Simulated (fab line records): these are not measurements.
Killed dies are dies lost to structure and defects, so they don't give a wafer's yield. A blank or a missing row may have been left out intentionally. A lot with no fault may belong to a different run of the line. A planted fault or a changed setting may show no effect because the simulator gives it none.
fab line records -- flow sky130
[record] lots = 11, wafers = 33, last-day = 50
route steps=708 shown LDD_HVP@287 LDD_LDN@301 SD_N@352 LI_CONTACT@364 PAD_OPEN@708
lots that met no fault: from a run of the same line without faults
start-h: the number of hours between the record's first day and the start of the first shown wafer of the lot -- wait-h: hours elapsed since this lot's preceding step -- " the same as in the row above -- L1.1+2: a row that stands for several wafers -- - no value present, or no start provided -- * or withheld: withheld -- < > ~ a bound
route shown NAME@n: a module of which the file shows steps, and the number in the route of the first -- usual: average and standard deviation across the fault-free wafers -- same: alike in all rows -- chamber/n: place in a boat -- sites: the reading at each site -- _std_site: the values' standard deviation -- _edge_site: the outer-site mean with the inner-site mean subtracted -- radius-mm: for every site, how far away it sits from the centre of the wafer -- mask NAME#n: copy n -- behind: the tool/chamber that last shaped the wafer -- hold: what put the lot on hold/how long, in hours/how the hold closed -- device: names the non-switching transistor (n, p or np) -- end of line: at the end of the route, the tests of the same wafers -- where a step has no rows: the recipe by itself -- killed: the dies lost at the first sort to structure and to defects; this is not the yield of the wafer -- map: shows each die of a wafer: x if killed, . if not, _ if none is there
set.NAME: the setting as run; set.NAME@STEP: as run at that earlier step -- model.NAME: the simulator's own value behind a step, which no gauge read
route steps across a sampled set of lots; one table per step, one row per wafer
services: the hour from which a tool's chamber was out of use, counted from the record's first day as start-h (under 0 if before that day), plus the number of hours and why
[[steps]]
[step SKY_LDD_HVP_STRIP_09]
[recipe] chemistry = O2/N2, power-w = 1400, pressure-mtorr = 1500, platen-temp-c = withheld, o2-flow-sccm = 3000, n2-flow-sccm = 300, overash-fraction = 0.5
[usual] drypump-motor-current-A = 5.8/0.34, o2-flow-sccm = 3003/10, oes-product-au = 0.408/0.0047, strip-time-to-endpoint-s = 4.135/0.015
lot.wafer,tool,chamber,start-h,wait-h,drypump-motor-current-A,o2-flow-sccm,oes-product-au,rf-hours-counter-h,strip-time-to-endpoint-s
L962.2,plasma-asher-02,1,508.29,0.1,5.6,2997,0.405,83,4.137
L962.3,plasma-asher-02,1,508.29,0.1,5.6,3003,0.409,-,4.138
L962.6,plasma-asher-02,1,508.29,0.1,5.6,2999,0.404,-,4.121
L964.4,plasma-asher-03,1,538.93,0.1,5.7,3003,0.416,-,4.125
L964.5,plasma-asher-03,1,538.93,0.1,5.7,3011,0.404,-,4.135
L964.6,plasma-asher-03,0,538.93,0.1,6.3,3000,0.405,-,4.116
L963.2,plasma-asher-01,0,542.07,0.1,5.3,3027,0.419,8,4.115
L963.3,plasma-asher-01,1,542.07,0.1,6.3,2999,0.406,-,4.127
L963.5,plasma-asher-01,0,542.07,0.1,5.3,3017,0.405,-,4.130
L966.2,plasma-asher-02,0,561.34,0.1,5.9,3010,0.406,88,4.146
L966.3,plasma-asher-02,0,561.34,0.1,5.9,3007,0.410,-,4.153
L966.6,plasma-asher-02,1,561.34,0.1,5.6,3009,0.404,-,4.151
L967.2,plasma-asher-02,1,563.05,0.1,5.6,2996,0.412,88,4.158
L967.5,plasma-asher-02,0,563.05,0.1,5.9,2995,0.407,-,4.138
L967.6,plasma-asher-02,1,563.05,0.1,5.6,2997,0.413,-,4.124
L968.3,plasma-asher-02,0,572.80,0.1,5.9,3020,0.400,-,4.109
L968.4,plasma-asher-02,1,572.80,0.1,5.6,3006,0.410,-,4.114
L968.6,plasma-asher-02,0,572.80,0.1,5.9,3012,0.398,-,4.122
L974.2,plasma-asher-02,1,611.75,0.1,5.6,3008,0.404,94,4.113
L974.4,plasma-asher-02,0,611.75,0.1,5.9,3002,0.409,-,4.146
L974.5,plasma-asher-02,0,611.75,0.1,5.9,3011,0.407,-,4.130
L975.2,plasma-asher-03,1,622.57,0.1,5.7,2999,0.407,77,4.139
L975.5,plasma-asher-03,0,622.57,0.1,6.3,3006,0.413,-,4.150
L975.6,plasma-asher-03,1,622.57,0.1,5.7,3017,0.406,-,4.149
L976.1,plasma-asher-03,0,625.52,0.1,6.3,2991,0.405,78,4.141
L976.2,plasma-asher-03,1,625.52,0.1,5.7,2998,0.399,78,4.118
L976.6,plasma-asher-03,0,625.52,0.1,6.4,2996,0.413,-,4.125
L982.1,plasma-asher-02,0,695.29,0.1,5.9,2992,0.410,101,4.142
L982.3,plasma-asher-02,0,695.29,0.1,5.9,3013,0.411,-,4.115
L982.5,plasma-asher-02,0,695.29,0.1,5.9,2989,0.406,-,4.134
L983.1,plasma-asher-02,0,697.25,0.1,5.8,3004,0.408,101,4.134
L983.5,plasma-asher-02,0,697.25,0.1,5.8,3001,0.411,-,4.111
L983.6,plasma-asher-02,1,697.25,0.1,5.6,3002,0.403,-,4.111
[step SKY_LDD_LDN_STRIP_12]
[recipe] chemistry = O2/N2, power-w = 1400, pressure-mtorr = 1500, platen-temp-c = withheld, o2-flow-sccm = 3000, n2-flow-sccm = 300, overash-fraction = 0.5
[usual] drypump-motor-current-A = 5.8/0.51, o2-flow-sccm = 2999/9, oes-product-au = 0.716/0.0047, strip-time-to-endpoint-s = 14.20/0.044
lot.wafer,tool,chamber,start-h,wait-h,drypump-motor-current-A,o2-flow-sccm,oes-product-au,rf-hours-counter-h,strip-time-to-endpoint-s
L962.2,plasma-asher-01,0,538.37,0.1,5.3,3008,0.715,7,14.19
L962.3,plasma-asher-01,0,538.37,0.1,5.3,2988,0.717,-,14.20
L962.6,plasma-asher-01,0,538.37,0.1,5.3,3010,0.710,-,14.24
L964.4,plasma-asher-04,1,568.27,0.1,6.6,3005,0.709,-,14.19
L964.5,plasma-asher-04,1,568.27,0.1,6.6,3010,0.720,-,14.20
L964.6,plasma-asher-04,0,568.27,0.1,5.3,2995,0.716,-,14.20
L963.2,plasma-asher-01,1,570.99,0.1,6.3,2997,0.713,11,14.28
L963.3,plasma-asher-01,1,570.99,0.1,6.3,3012,0.705,-,14.27
L963.5,plasma-asher-01,1,570.99,0.1,6.2,3017,0.719,-,14.23
L966.2,plasma-asher-04,0,591.59,0.1,5.3,2985,0.713,45,14.18
L966.3,plasma-asher-04,1,591.59,0.1,6.6,3008,0.712,-,14.19
L966.6,plasma-asher-04,1,591.59,0.1,6.6,2991,0.712,-,14.18
L967.2,plasma-asher-04,1,593.09,0.1,6.6,2996,0.718,45,14.20
L967.5,plasma-asher-04,1,593.09,0.1,6.6,2994,0.707,-,14.26
L967.6,plasma-asher-04,0,593.09,0.1,5.3,2997,0.715,-,14.23
L968.3,plasma-asher-02,1,603.45,0.1,5.6,3006,0.714,-,14.10
L968.4,plasma-asher-02,0,603.45,0.1,5.9,2988,0.701,-,14.12
L968.6,plasma-asher-02,0,603.45,0.1,5.9,3001,0.717,-,14.12
L974.2,plasma-asher-02,0,641.40,0.1,5.9,2994,0.720,97,14.26
L974.4,plasma-asher-02,1,641.40,0.1,5.6,3000,0.716,-,14.27
L974.5,plasma-asher-02,1,641.40,0.1,5.6,3000,0.711,-,14.22
L975.2,plasma-asher-01,0,652.39,0.1,5.3,2997,0.724,19,14.12
L975.5,plasma-asher-01,0,652.39,0.1,5.3,3005,0.711,-,14.17
L975.6,plasma-asher-01,1,652.39,0.1,6.2,3010,0.730,-,14.17
L976.1,plasma-asher-01,1,654.49,0.1,6.2,2999,0.721,19,14.24
L976.2,plasma-asher-01,0,654.49,0.1,5.3,2991,0.721,19,14.19
L976.6,plasma-asher-01,0,654.49,0.1,5.3,3005,0.717,-,14.22
L982.1,plasma-asher-02,0,723.55,0.1,5.9,2983,0.710,104,14.15
L982.3,plasma-asher-02,0,723.55,0.1,5.9,2995,0.711,-,14.14
L982.5,plasma-asher-02,0,723.55,0.1,5.9,2999,0.716,-,14.15
L983.1,plasma-asher-01,1,726.47,0.1,6.2,2987,0.724,26,14.16
L983.5,plasma-asher-01,1,726.47,0.1,6.3,2998,0.715,-,14.20
L983.6,plasma-asher-01,0,726.47,0.1,5.3,3008,0.712,-,14.18
[step SKY_SD_N_IMPLANT_10]
[recipe] species = P, energy-kev = 20, dose-cm2 = 1e+14, tilt-deg = 0
[usual] beam-on-s = 10.69/0.28, dose-ions-cm2 = 1.0001e+14/1.2e+11
lot.wafer,tool,chamber,start-h,wait-h,beam-on-s,dose-ions-cm2
L962.2,implanter-04,0,657.54,0.1,10.89,1.0006e+14
L962.3,implanter-04,0,657.54,0.1,10.46,9.993e+13
L962.6,implanter-04,0,657.54,0.1,10.50,1.0004e+14
L964.4,implanter-01,0,685.46,0.1,11.00,1.0014e+14
L964.5,implanter-01,0,685.46,0.1,10.61,1.0003e+14
L964.6,implanter-01,0,685.46,0.1,10.71,1.0001e+14
L963.2,implanter-01,0,690.24,0.1,10.53,1.0017e+14
L963.3,implanter-01,0,690.24,0.1,10.93,1.0015e+14
L963.5,implanter-01,0,690.24,0.1,10.75,1.0005e+14
L966.2,implanter-02,0,708.41,0.1,10.37,9.995e+13
L966.3,implanter-02,0,708.41,0.1,10.60,9.985e+13
L966.6,implanter-02,0,708.41,0.1,10.34,9.994e+13
L967.2,implanter-04,0,711.66,0.1,10.49,1.0015e+14
L967.5,implanter-04,0,711.66,0.1,10.38,1.0025e+14
L967.6,implanter-04,0,711.66,0.1,10.55,1.0006e+14
L968.3,implanter-02,0,721.57,0.1,10.67,1.0001e+14
L968.4,implanter-02,0,721.57,0.1,10.05,9.986e+13
L968.6,implanter-02,0,721.57,0.1,10.57,9.971e+13
L974.2,implanter-01,0,756.21,0.1,20.47,1.8552e+14
L974.4,implanter-01,0,756.21,0.1,19.78,1.8532e+14
L974.5,implanter-01,0,756.21,0.1,19.82,1.8536e+14
L975.2,implanter-01,0,767.16,0.1,21.09,1.8553e+14
L975.5,implanter-01,0,767.16,0.1,20.79,1.8555e+14
L975.6,implanter-01,0,767.16,0.1,20.44,1.8531e+14
L976.1,implanter-01,0,768.34,0.1,20.04,1.8556e+14
L976.2,implanter-01,0,768.34,0.1,20.58,1.8566e+14
L976.6,implanter-01,0,768.34,0.1,20.69,1.8562e+14
L982.1,implanter-02,0,834.34,0.1,10.20,1.0009e+14
L982.3,implanter-02,0,834.34,0.1,10.27,1.0006e+14
L982.5,implanter-02,0,834.34,0.1,10.72,1.0019e+14
L983.1,implanter-04,0,838.06,0.1,10.69,1.0006e+14
L983.5,implanter-04,0,838.06,0.1,10.63,9.985e+13
L983.6,implanter-04,0,838.06,0.1,10.74,1.0001e+14
[step SKY_SD_N_RS_MEAS_16]
[recipe] thk-meas-gauge = four-point-probe
[usual] SD_N_RS = 68.58/0.15
lot.wafer,tool,chamber,start-h,wait-h,hold,SD_N_RS[ohm/sq]
L962.2,film-metro-02,-,658.07,0.1,-,68.75
L962.3,film-metro-02,-,658.07,0.1,-,68.66
L962.6,film-metro-02,-,658.07,0.1,-,68.54
L964.4,film-metro-03,-,686.03,0.1,-,68.46
L964.5,film-metro-03,-,686.03,0.1,-,68.51
L964.6,film-metro-03,-,686.03,0.1,-,68.48
L963.2,film-metro-03,-,690.78,0.1,-,68.33
L963.3,film-metro-03,-,690.78,0.1,-,68.49
L963.5,film-metro-03,-,690.78,0.1,-,68.44
L966.2,film-metro-04,-,708.94,0.1,-,68.67
L966.3,film-metro-04,-,708.94,0.1,-,68.81
L966.6,film-metro-04,-,708.94,0.1,-,68.70
L967.2,film-metro-02,-,712.19,0.1,-,68.78
L967.5,film-metro-02,-,712.19,0.1,-,68.68
L967.6,film-metro-02,-,712.19,0.1,-,68.67
L968.3,film-metro-02,-,722.12,0.1,-,68.53
L968.4,film-metro-02,-,722.12,0.1,-,68.55
L968.6,film-metro-02,-,722.12,0.1,-,68.49
L974.2,film-metro-02,-,756.74,0.1,await-dispo/0.2h/release,66.38
L974.4,film-metro-02,-,756.74,0.1,await-dispo/0.2h/release,66.32
L974.5,film-metro-02,-,756.74,0.1,await-dispo/0.2h/release,66.50
L974.2,film-metro-02,-,757.10,0.3,-,66.50
L974.4,film-metro-02,-,757.10,0.3,-,66.50
L974.5,film-metro-02,-,757.10,0.3,-,66.50
L975.2,film-metro-03,-,767.69,0.1,await-dispo/0.2h/release,66.34
L975.5,film-metro-03,-,767.69,0.1,await-dispo/0.2h/release,66.32
L975.6,film-metro-03,-,767.69,0.1,await-dispo/0.2h/release,66.33
L975.2,film-metro-03,-,768.05,0.3,-,66.22
L975.5,film-metro-03,-,768.05,0.3,-,66.35
L975.6,film-metro-03,-,768.05,0.3,-,66.26
L976.1,film-metro-02,-,768.87,0.1,await-dispo/0.2h/release,66.49
L976.2,film-metro-02,-,768.87,0.1,await-dispo/0.2h/release,66.34
L976.6,film-metro-02,-,768.87,0.1,await-dispo/0.2h/release,66.45
L976.1,film-metro-02,-,769.23,0.3,-,66.47
L976.2,film-metro-02,-,769.23,0.3,-,66.35
L976.6,film-metro-02,-,769.23,0.3,-,66.43
L982.1,film-metro-04,-,834.87,0.1,-,68.69
L982.3,film-metro-04,-,834.87,0.1,-,68.48
L982.5,film-metro-04,-,834.87,0.1,-,68.51
L983.1,film-metro-04,-,838.59,0.1,-,68.45
L983.5,film-metro-04,-,838.59,0.1,-,68.53
L983.6,film-metro-04,-,838.59,0.1,-,68.66
[step SKY_LI_CONTACT_CMP_02]
[recipe] material = PSG, down-force-psi = 4, platen-rpm = 60, pad-velocity-m-s = 0.94248
[usual] motor-current-A = 11.9/1, platen-rpm = 60.00/0.044, time-to-endpoint-s = 31/3
lot.wafer,tool,chamber,start-h,wait-h,motor-current-A,platen-rpm,time-to-endpoint-s
L962.3,cmp-01,2,658.69,0.1,12.4,59.93,34
L962.2,cmp-01,0,658.69,0.1,11.7,59.99,30
L962.6,cmp-01,2,658.69,0.1,12.4,59.87,31
L964.4,cmp-01,0,686.51,0.0,11.5,60.00,34
L964.5,cmp-01,0,686.51,0.0,11.7,60.01,35
L964.6,cmp-01,1,686.51,0.0,12.5,60.01,36
L963.2,cmp-02,1,691.35,0.1,12.1,59.97,29
L963.3,cmp-02,3,691.35,0.1,10.7,60.01,30
L963.5,cmp-02,0,691.35,0.1,12.3,59.99,27
L966.3,cmp-02,3,709.46,0.0,9.7,59.95,27
L966.2,cmp-02,2,709.46,0.0,9.7,60.04,23
L966.6,cmp-02,0,709.46,0.0,12.0,60.00,26
L967.2,cmp-02,0,712.86,0.2,12.6,59.96,29
L967.6,cmp-02,1,712.86,0.2,11.9,59.94,33
L967.5,cmp-02,2,712.86,0.2,9.4,59.97,30
L968.3,cmp-01,1,722.61,0.0,12.7,60.00,34
L968.4,cmp-01,3,722.61,0.0,12.1,60.03,30
L968.6,cmp-01,2,722.61,0.0,12.7,59.87,34
L974.2,cmp-02,2,760.99,0.6,9.4,60.03,31
L974.4,cmp-02,0,760.99,0.6,11.7,60.01,33
L974.5,cmp-02,2,760.99,0.6,9.3,60.02,30
L976.2,cmp-01,1,772.29,0.1,13.2,60.03,35
L976.1,cmp-01,2,772.29,0.1,13.2,59.97,33
L976.6,cmp-01,0,772.29,0.1,12.2,60.04,33
L975.2,cmp-01,1,775.65,0.6,13.1,60.02,33
L975.5,cmp-01,0,775.65,0.6,11.5,60.00,30
L975.6,cmp-01,1,775.65,0.6,13.0,59.98,31
L982.1,cmp-01,2,835.46,0.1,12.0,60.01,35
L982.3,cmp-01,0,835.46,0.1,12.2,60.02,33
L982.5,cmp-01,1,835.46,0.1,12.6,59.95,36
L983.1,cmp-02,1,839.18,0.1,11.6,60.00,32
L983.5,cmp-02,0,839.18,0.1,12.2,59.98,30
L983.6,cmp-02,1,839.18,0.1,12.2,60.02,35
[step SKY_PAD_OPEN_PROBE_99]
[usual] killed_at_M0_to_M3 = 42/6.4, killed_at_M4_up = 3.2/1.9, killed-at-contacts = 24/4.8, killed-at-front-end = 16/4.4, killed-at-other = 0.3/0.55, killed-dies = 86/8.6, killed-open = 46/6.6, killed-short = 39/5.7
[same] gross-dies = 492, killed-at-back-side = 0
lot.wafer,tool,chamber,start-h,wait-h,killed_at_M0_to_M3,killed_at_M4_up,killed-at-contacts,killed-at-front-end,killed-at-other,killed-dies,killed-open,killed-short
L964.4,prober-01,-,1104.00,0.2,40,2,28,14,0,84,51,33
L964.5,prober-01,-,1104.05,0.2,44,3,27,16,1,91,47,44
L964.6,prober-01,-,1104.10,0.2,43,2,19,13,0,77,37,40
L976.1,prober-02,-,1163.08,0.1,37,0,26,12,0,75,36,39
L976.2,prober-02,-,1163.13,0.1,41,1,23,20,1,86,50,36
L976.6,prober-02,-,1163.33,0.2,42,0,26,20,0,88,48,40
// killed by level:class
L964.4 CONTACT:geometric-particle:open=11 VIA3:geometric-particle:open=10 VIA2:geometric-particle:open=9 FIELD_ISO:geometric-particle:open=6 LOCAL_INTERCONNECT:geometric-particle:short=6 METAL2:geometric-particle:short=6 LI_CONTACT:geometric-particle:open=5 FIELD_ISO:geometric-particle:short=4
L964.5 POLY_GATE:geometric-particle:open=8 LI_CONTACT:geometric-particle:open=8 VIA1:geometric-particle:open=8 CONTACT:geometric-particle:open=7 METAL2:geometric-particle:short=7 VIA2:geometric-particle:open=7 VIA1:geometric-particle:short=6 LOCAL_INTERCONNECT:geometric-particle:short=5
L964.6 METAL2:geometric-particle:short=8 METAL3:geometric-particle:short=8 CONTACT:geometric-particle:open=7 METAL1:geometric-particle:short=7 VIA1:geometric-particle:open=5 VIA3:geometric-particle:open=5 FIELD_ISO:geometric-particle:open=4 LI_CONTACT:geometric-particle:open=4
L976.1 METAL1:geometric-particle:short=9 CONTACT:geometric-particle:short=8 VIA1:geometric-particle:open=8 CONTACT:geometric-particle:open=7 LI_CONTACT:geometric-particle:open=5 VIA3:geometric-particle:open=5 FIELD_ISO:geometric-particle:open=4 VIA2:geometric-particle:short=4
L976.2 VIA1:geometric-particle:open=10 CONTACT:geometric-particle:open=10 VIA3:geometric-particle:open=7 VIA2:geometric-particle:open=6 FIELD_ISO:geometric-particle:short=5 LI_CONTACT:geometric-particle:open=5 METAL1:geometric-particle:short=5 FIELD_ISO:geometric-particle:open=4
L976.6 VIA1:geometric-particle:open=13 CONTACT:geometric-particle:open=10 VIA1:geometric-particle:short=8 LI_CONTACT:geometric-particle:open=7 VIA2:geometric-particle:open=6 FIELD_ISO:geometric-particle:short=5 FIELD_ISO:geometric-particle:open=5 LOCAL_INTERCONNECT:geometric-particle:short=5
[[services]]
tool,chamber,start-h,hours,kind
cmp-02,-,485.14,1.6,repair
cmp-01,-,516.44,1.3,repair
implanter-01,-,526.52,0.7,repair
plasma-asher-01,-,551.27,2.0,repair
cmp-02,-,555.59,2.1,repair
implanter-01,-,561.96,22.0,pm
cmp-01,-,572.00,4.0,pm
cmp-02,-,596.66,6.9,pm
cmp-02,-,630.58,2.9,repair
plasma-asher-02,-,670.67,3.7,repair
plasma-asher-02,-,674.76,6.2,repair
implanter-01,-,700.44,1.3,repair
implanter-01,-,706.41,3.0,repair
plasma-asher-02,-,717.25,1.3,repair
plasma-asher-02,-,733.75,9.0,pm
cmp-02,-,744.27,4.0,pm
cmp-01,-,748.09,0.5,repair
plasma-asher-02,-,792.56,14.6,pm
cmp-01,-,806.23,4.0,pm
cmp-02,-,814.81,1.1,repair
implanter-01,-,814.97,4.0,pm
cmp-02,-,817.89,4.6,pm
cmp-02,-,827.11,2.0,repair
cmp-01,-,827.75,5.2,repair
[[key]]
[first-sign] step = SKY_SD_N_IMPLANT_10, reading = dose-ions-cm2, direction = up, sigmas = 99+, usual = *, struck = *
[effect] step = SKY_SD_N_IMPLANT_10, reading = beam-on-s, direction = up, sigmas = 34, usual = 10.69, struck = 20.41
[effect] step = SKY_SD_N_RS_MEAS_16, reading = visit, direction = added
[effect] step = SKY_SD_N_RS_MEAS_16, reading = SD_N_RS, direction = down, sigmas = 15, usual = 68.58, struck = 66.39
met-at SKY_SD_N_IMPLANT_10
struck-lots L974,L975,L976
tester-left-out L974,L975,L976
not-acting-at SKY_LDD_HVP_STRIP_09,SKY_LDD_LDN_STRIP_12,SKY_LI_CONTACT_CMP_02
onset-between 690.24 756.21
[fault] kind = process-parameter-drift, tool = implanter-01, chamber = -, onset-h = 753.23, steps = SKY_SD_N_IMPLANT_10, channel = dose-cm2, offset = *, shape = step, end-h = 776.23, acts-in = *, stated = *
// tester-left-out: of these lots the tester's yield and bins aren't shown, on N5 and GAA mostly nor the transistor test; their killed dies are dies lost to structure and defects alone, not to doping, threshold or leakage, so they don't give the yield
